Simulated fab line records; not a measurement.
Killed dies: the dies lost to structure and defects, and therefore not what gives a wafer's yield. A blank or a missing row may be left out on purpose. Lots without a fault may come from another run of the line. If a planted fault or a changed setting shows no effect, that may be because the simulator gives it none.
Which tool did it? | flow sfq line | 42 wafers from 14 lots sampled at 2 of the route's 325 steps

== WHAT EACH GAUGE READ, for each wafer ==
SFQ_M1_RS_MEAS_909: uses a four-point probe to measure.
lot  | measured     | on            | M1_NB_RS (ohm/sq)
L365 | day 9 12:13  | film metro-03 | 0.901 0.911 0.905
L367 | day 13 16:06 | film metro-01 | 0.884 0.870 0.888
L368 | day 14 05:24 | film metro-01 | 0.885 0.874 0.865
L369 | day 14 12:01 | film metro-02 | 0.892 0.895 0.890
L370 | day 14 19:49 | film metro-02 | 0.882 0.884 0.882
L371 | day 15 14:45 | film metro-01 | 0.882 0.884 0.873
L372 | day 16 01:27 | film metro-02 | 0.905 0.906 0.896
L375 | day 17 11:40 | film metro-02 | 0.866 0.877 0.864
L376 | day 17 12:48 | film metro-01 | 0.893 0.902 0.891
L380 | day 18 17:53 | film metro-03 | 0.889 0.903 0.886
L382 | day 19 12:54 | film metro-01 | 0.881 0.875 0.889
L384 | day 19 18:53 | film metro-01 | 0.893 0.892 0.904
L385 | day 19 23:41 | film metro-01 | 0.880 0.873 0.885
L388 | day 21 01:02 | film metro-01 | 0.896 0.892 0.901

SFQ_M1_OVL_MEAS_911.
lot  | measured     | on         | M1_OVL (nm)
L365 | day 10 05:08 | overlay-01 | 3 1 -1
L367 | day 13 18:42 | overlay-01 | -4 -8 -4
L368 | day 14 07:50 | overlay-02 | 2 -4 1
L369 | day 14 14:26 | overlay-01 | -1 6 4
L370 | day 14 22:14 | overlay-01 | -3 -12 0
L371 | day 15 19:59 | overlay-02 | -5 -2 0
L372 | day 16 06:16 | overlay-01 | 3 8 11
L375 | day 17 14:12 | overlay-01 | 8 7 7
L376 | day 17 15:23 | overlay-02 | -9 -5 -5
L380 | day 25 09:53 | overlay-02 | -1 -3 0
L382 | day 26 00:17 | overlay-02 | -4 0 -4
L384 | day 26 07:29 | overlay-01 | -4 -6 -6
L385 | day 26 09:53 | overlay-01 | -3 1 -9
L388 | day 27 07:29 | overlay-02 | 4 -8 -1

== TOOL THAT RAN EACH LOT (tool first, then ch and the chambers of the sampled wafers, then the start) ==
Before these readings, the record contains no process step.

== AS READ BY THE TOOLS THEMSELVES (means over the sampled wafers that have a number; for cases with no such wafer, the mark the record gives instead) ==
The record holds no such reading with a usual standard deviation.

== THE ANSWER, worked out from the rows above alone ==
Rule: the usual values come from the lots themselves. Put in order of their means at a reading, lots are off if they are a third of the lots or fewer, leave a main group of 4 or more, and stand apart from it by a gap of 3 or more times the standard deviation of the main group's means; of several such gaps the widest counts. If all means in a main group match to the digits the tables above print for the reading, that group is not used. Also off: a lot with no number at a reading for which 4 or more lots have one. The other lots that the step has rows for count as sound. First the gauges in route order, then the tools' own readings, where a lot's mean is used as printed above. The first step at which some lot is off is used, and at that step the reading that is off furthest; a lot without a number counts as furthest.
Across all readings shown, no lot is off: no conclusion can be drawn from this.

== WHAT THE SIMULATOR PUT IN ==
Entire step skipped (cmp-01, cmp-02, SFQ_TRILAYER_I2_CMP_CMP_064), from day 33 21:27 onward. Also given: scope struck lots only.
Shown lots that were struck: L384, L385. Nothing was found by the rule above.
